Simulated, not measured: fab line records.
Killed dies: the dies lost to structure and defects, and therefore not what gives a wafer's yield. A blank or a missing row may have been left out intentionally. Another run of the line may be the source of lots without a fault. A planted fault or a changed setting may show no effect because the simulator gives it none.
Which tool is to blame? || flow gf180mcu || 36 wafers from 12 lots sampled at 5 of the route's 602 steps

## WHAT THE GAUGES READ, wafer by wafer
GF_V4_THK_MEAS_03. Usual: V4_CVD_02_THK typically reads 847 nm, with standard deviation 11.
{"lot": "L796", "measured": "day 23 00:35", "on": "film metro-03", "V4_CVD_02_THK (nm)": "828 838 851", "flag": ""}
{"lot": "L798", "measured": "day 23 19:22", "on": "film metro-03", "V4_CVD_02_THK (nm)": "832 837 850", "flag": ""}
{"lot": "L799", "measured": "day 24 07:49", "on": "film metro-02", "V4_CVD_02_THK (nm)": "837 832 847", "flag": ""}
{"lot": "L800", "measured": "day 24 18:14", "on": "film metro-02", "V4_CVD_02_THK (nm)": "833 844 835", "flag": ""}
{"lot": "L802", "measured": "day 25 09:44", "on": "film metro-03", "V4_CVD_02_THK (nm)": "840 843 852", "flag": ""}
{"lot": "L803", "measured": "day 26 05:43", "on": "film metro-03", "V4_CVD_02_THK (nm)": "838 835 851", "flag": ""}
{"lot": "L809", "measured": "day 28 00:13", "on": "film metro-02", "V4_CVD_02_THK (nm)": "835 844 850", "flag": ""}
{"lot": "L808", "measured": "day 28 03:03", "on": "film metro-02", "V4_CVD_02_THK (nm)": "839 859 860", "flag": ""}
{"lot": "L810", "measured": "day 28 22:41", "on": "film metro-04", "V4_CVD_02_THK (nm)": "842 843 855", "flag": ""}
{"lot": "L816", "measured": "day 29 14:02", "on": "film metro-04", "V4_CVD_02_THK (nm)": "851 846 864", "flag": ""}
{"lot": "L818", "measured": "day 30 07:54", "on": "film metro-02", "V4_CVD_02_THK (nm)": "845 851 857", "flag": ""}
{"lot": "L819", "measured": "day 30 13:10", "on": "film metro-02", "V4_CVD_02_THK (nm)": "832 840 854", "flag": ""}

GF_V5_CD_MEAS_14: target cd 260 nm. Usual: 259.9 nm for cd nm, sd 1.3.
{"lot": "L796", "measured": "day 26 19:33", "on": "cd sem-01", "cd nm (nm)": "259.5 258.9 258.8", "flag": ""}
{"lot": "L798", "measured": "day 27 11:56", "on": "cd sem-02", "cd nm (nm)": "259.0 259.5 259.9", "flag": ""}
{"lot": "L799", "measured": "day 28 00:07", "on": "cd sem-02", "cd nm (nm)": "258.9 257.6 258.5", "flag": ""}
{"lot": "L800", "measured": "day 28 09:22", "on": "cd sem-01", "cd nm (nm)": "259.7 261.7 261.9", "flag": ""}
{"lot": "L802", "measured": "day 28 23:04", "on": "cd sem-01", "cd nm (nm)": "259.2 259.5 259.7", "flag": ""}
{"lot": "L803", "measured": "day 29 15:59", "on": "cd sem-01", "cd nm (nm)": "258.6 258.0 257.7", "flag": ""}
{"lot": "L809", "measured": "day 31 06:34", "on": "cd sem-02", "cd nm (nm)": "270.5 270.3 270.8", "flag": "OFF"}
{"lot": "L808", "measured": "day 31 08:56", "on": "cd sem-02", "cd nm (nm)": "274.0 272.8 272.5", "flag": "OFF"}
{"lot": "L810", "measured": "day 32 02:36", "on": "cd sem-02", "cd nm (nm)": "260.3 260.5 260.0", "flag": ""}
{"lot": "L816", "measured": "day 32 17:07", "on": "cd sem-02", "cd nm (nm)": "263.4 261.0 261.7", "flag": ""}
{"lot": "L818", "measured": "day 33 07:35", "on": "cd sem-02", "cd nm (nm)": "258.9 261.3 258.7", "flag": ""}
{"lot": "L819", "measured": "day 33 13:28", "on": "cd sem-02", "cd nm (nm)": "259.5 259.5 260.4", "flag": ""}

## EACH LOT AND THE TOOL THAT RAN IT (in order: tool; ch and the chambers of the sampled wafers; start)
{"lot": "L796", "GF_V3_SPUTTER_21": "pvd sputter-04, day 21 23:23", "GF_V5_CVD_02": "pecvd-02 ch 0,2, day 25 22:14", "GF_V5_EXPOSE_11": "krf scanner-02 ch 0, day 26 09:25"}
{"lot": "L798", "GF_V3_SPUTTER_21": "pvd sputter-03, day 22 19:26", "GF_V5_CVD_02": "pecvd-04 ch 1,2, day 26 15:19", "GF_V5_EXPOSE_11": "krf scanner-01 ch 0, day 27 02:26"}
{"lot": "L799", "GF_V3_SPUTTER_21": "pvd sputter-02, day 23 07:32", "GF_V5_CVD_02": "pecvd-01 ch 0,2, day 27 03:58", "GF_V5_EXPOSE_11": "krf scanner-01 ch 0, day 27 14:02"}
{"lot": "L800", "GF_V3_SPUTTER_21": "pvd sputter-03, day 23 18:17", "GF_V5_CVD_02": "pecvd-02 ch 1,2, day 27 12:57", "GF_V5_EXPOSE_11": "krf scanner-01 ch 0, day 27 23:37"}
{"lot": "L802", "GF_V3_SPUTTER_21": "pvd sputter-03, day 24 10:25", "GF_V5_CVD_02": "pecvd-02 ch 1,2, day 28 03:32", "GF_V5_EXPOSE_11": "krf scanner-02 ch 0, day 28 13:42"}
{"lot": "L803", "GF_V3_SPUTTER_21": "pvd sputter-03, day 25 06:26", "GF_V5_CVD_02": "pecvd-04 ch 0,1, day 28 20:28", "GF_V5_EXPOSE_11": "krf scanner-01 ch 0, day 29 06:32"}
{"lot": "L809", "GF_V3_SPUTTER_21": "pvd sputter-04, day 27 02:36", "GF_V5_CVD_02": "pecvd-02 ch 1,2, day 30 12:02", "GF_V5_EXPOSE_11": "krf scanner-01 ch 0, day 30 21:48"}
{"lot": "L808", "GF_V3_SPUTTER_21": "pvd sputter-02, day 27 05:08", "GF_V5_CVD_02": "pecvd-01 ch 0,2, day 30 14:44", "GF_V5_EXPOSE_11": "krf scanner-01 ch 0, day 31 00:27"}
{"lot": "L810", "GF_V3_SPUTTER_21": "pvd sputter-04, day 28 01:17", "GF_V5_CVD_02": "pecvd-01 ch 0,1,2, day 31 08:44", "GF_V5_EXPOSE_11": "krf scanner-02 ch 0, day 31 18:10"}
{"lot": "L816", "GF_V3_SPUTTER_21": "pvd sputter-02, day 28 17:07", "GF_V5_CVD_02": "pecvd-01 ch 0,2, day 31 23:10", "GF_V5_EXPOSE_11": "krf scanner-02 ch 0, day 32 08:14"}
{"lot": "L818", "GF_V3_SPUTTER_21": "pvd sputter-03, day 29 11:23", "GF_V5_CVD_02": "pecvd-04 ch 0,1, day 32 14:54", "GF_V5_EXPOSE_11": "krf scanner-02 ch 0, day 32 23:44"}
{"lot": "L819", "GF_V3_SPUTTER_21": "pvd sputter-02, day 29 16:48", "GF_V5_CVD_02": "pecvd-01 ch 0,1, day 32 21:10", "GF_V5_EXPOSE_11": "krf scanner-02 ch 0, day 33 05:40"}
- GF_V3_SPUTTER_21: material Ti, target thk 15 nm, time 80.02 s.
- GF_V5_CVD_02: deposits SiO2 from TEOS, target thk 1450 nm, time 163.28 s.
- GF_V5_EXPOSE_11: exposes mask Via5, target cd 260 nm.

## AS READ BY THE TOOLS THEMSELVES (means over the sampled wafers that have a number; for cases with no such wafer, the mark the record gives instead)
GF_V3_SPUTTER_21. Usual: substrate temp c 199.97 C, standard deviation 0.16; throttle valve pct 29.7 %, standard deviation 0.87.
{"lot": "L796", "tool": "pvd sputter-04", "substrate temp c (C)": 199.89, "throttle valve pct (%)": 29.6, "flag": ""}
{"lot": "L798", "tool": "pvd sputter-03", "substrate temp c (C)": 199.80, "throttle valve pct (%)": 29.1, "flag": ""}
{"lot": "L799", "tool": "pvd sputter-02", "substrate temp c (C)": 200.00, "throttle valve pct (%)": 29.4, "flag": ""}
{"lot": "L800", "tool": "pvd sputter-03", "substrate temp c (C)": 199.76, "throttle valve pct (%)": 28.6, "flag": ""}
{"lot": "L802", "tool": "pvd sputter-03", "substrate temp c (C)": 200.05, "throttle valve pct (%)": 29.6, "flag": ""}
{"lot": "L803", "tool": "pvd sputter-03", "substrate temp c (C)": 199.91, "throttle valve pct (%)": 29.6, "flag": ""}
{"lot": "L809", "tool": "pvd sputter-04", "substrate temp c (C)": 199.95, "throttle valve pct (%)": 30.1, "flag": ""}
{"lot": "L808", "tool": "pvd sputter-02", "substrate temp c (C)": 199.93, "throttle valve pct (%)": 30.0, "flag": ""}
{"lot": "L810", "tool": "pvd sputter-04", "substrate temp c (C)": 199.92, "throttle valve pct (%)": 29.3, "flag": ""}
{"lot": "L816", "tool": "pvd sputter-02", "substrate temp c (C)": 199.99, "throttle valve pct (%)": 29.1, "flag": ""}
{"lot": "L818", "tool": "pvd sputter-03", "substrate temp c (C)": 199.94, "throttle valve pct (%)": 29.4, "flag": ""}
{"lot": "L819", "tool": "pvd sputter-02", "substrate temp c (C)": 199.98, "throttle valve pct (%)": 29.9, "flag": ""}

GF_V5_CVD_02. Usual: heater power w 689 W, standard deviation 100; susceptor temp C 400.01 C, standard deviation 0.23.
{"lot": "L796", "tool": "pecvd-02", "heater power w (W)": 701, "susceptor temp C (C)": 399.92, "flag": ""}
{"lot": "L798", "tool": "pecvd-04", "heater power w (W)": 612, "susceptor temp C (C)": 400.35, "flag": ""}
{"lot": "L799", "tool": "pecvd-01", "heater power w (W)": 668, "susceptor temp C (C)": 399.83, "flag": ""}
{"lot": "L800", "tool": "pecvd-02", "heater power w (W)": 606, "susceptor temp C (C)": 400.09, "flag": ""}
{"lot": "L802", "tool": "pecvd-02", "heater power w (W)": 628, "susceptor temp C (C)": 400.19, "flag": ""}
{"lot": "L803", "tool": "pecvd-04", "heater power w (W)": 571, "susceptor temp C (C)": 400.20, "flag": ""}
{"lot": "L809", "tool": "pecvd-02", "heater power w (W)": 650, "susceptor temp C (C)": 399.72, "flag": ""}
{"lot": "L808", "tool": "pecvd-01", "heater power w (W)": 631, "susceptor temp C (C)": 400.03, "flag": ""}
{"lot": "L810", "tool": "pecvd-01", "heater power w (W)": 668, "susceptor temp C (C)": 399.75, "flag": ""}
{"lot": "L816", "tool": "pecvd-01", "heater power w (W)": 622, "susceptor temp C (C)": 400.00, "flag": ""}
{"lot": "L818", "tool": "pecvd-04", "heater power w (W)": 632, "susceptor temp C (C)": 400.13, "flag": ""}
{"lot": "L819", "tool": "pecvd-01", "heater power w (W)": 672, "susceptor temp C (C)": 400.09, "flag": ""}

GF_V5_EXPOSE_11. Usual: 37.99 for exposure dose mJ cm2, sd 0.04.
{"lot": "L796", "tool": "krf scanner-02", "exposure dose mJ cm2": 37.99, "flag": ""}
{"lot": "L798", "tool": "krf scanner-01", "exposure dose mJ cm2": 37.99, "flag": ""}
{"lot": "L799", "tool": "krf scanner-01", "exposure dose mJ cm2": 37.99, "flag": ""}
{"lot": "L800", "tool": "krf scanner-01", "exposure dose mJ cm2": 38.05, "flag": ""}
{"lot": "L802", "tool": "krf scanner-02", "exposure dose mJ cm2": 38.00, "flag": ""}
{"lot": "L803", "tool": "krf scanner-01", "exposure dose mJ cm2": 38.02, "flag": ""}
{"lot": "L809", "tool": "krf scanner-01", "exposure dose mJ cm2": 40.92, "flag": "OFF"}
{"lot": "L808", "tool": "krf scanner-01", "exposure dose mJ cm2": 40.89, "flag": "OFF"}
{"lot": "L810", "tool": "krf scanner-02", "exposure dose mJ cm2": 38.02, "flag": ""}
{"lot": "L816", "tool": "krf scanner-02", "exposure dose mJ cm2": 38.01, "flag": ""}
{"lot": "L818", "tool": "krf scanner-02", "exposure dose mJ cm2": 38.00, "flag": ""}
{"lot": "L819", "tool": "krf scanner-02", "exposure dose mJ cm2": 38.00, "flag": ""}

## THE ANSWER, worked out from the rows above alone
Rule: take the mean of a lot's wafers that have a number; if it is more than 3 standard deviations from the usual mean, the lot is off. A lot without any number at a reading at which 4 lots or more have one is off too. Where the step has rows for the other lots, those lots are counted as sound. Order of review: gauges by route order, followed by the tools' own readings, for which a lot's mean as printed above is used. At the first step where some lot is off, the reading lying furthest off is the one used; lots without a number count as furthest.
Off at GF_V5_CD_MEAS_14 (cd nm): L809, L808.
A tool fits if, at a process step before that reading, it ran every lot that is off, and no sound lot after the first of them. Not tried: the gauges at GF_V5_CD_MEAS_14; whatever is off there is also off at GF_V5_EXPOSE_11, on other tools, and gauge error can't account for it. One fits: GF_V5_EXPOSE_11 on krf scanner-01. A fault onset in the window from L803 (day 29 06:32, its last sound lot) to L809 (day 30 21:48, its first lot off) fits.
On the lots that are off, the tool's own readings at GF_V5_EXPOSE_11 differ by more than 5 times the standard deviation of the sound lots' means, which bears it out; exposure dose mJ cm2 reads 40.91 there versus 38.01 on the sound lots.

## WHAT THE SIMULATOR HAD PUT IN
Process parameter drift: krf scanner-01, from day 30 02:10 on, at GF_V5_EXPOSE_11. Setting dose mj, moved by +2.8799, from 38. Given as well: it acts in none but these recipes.
Struck lots among those shown: L809, L808. The rule above reached the same finding.
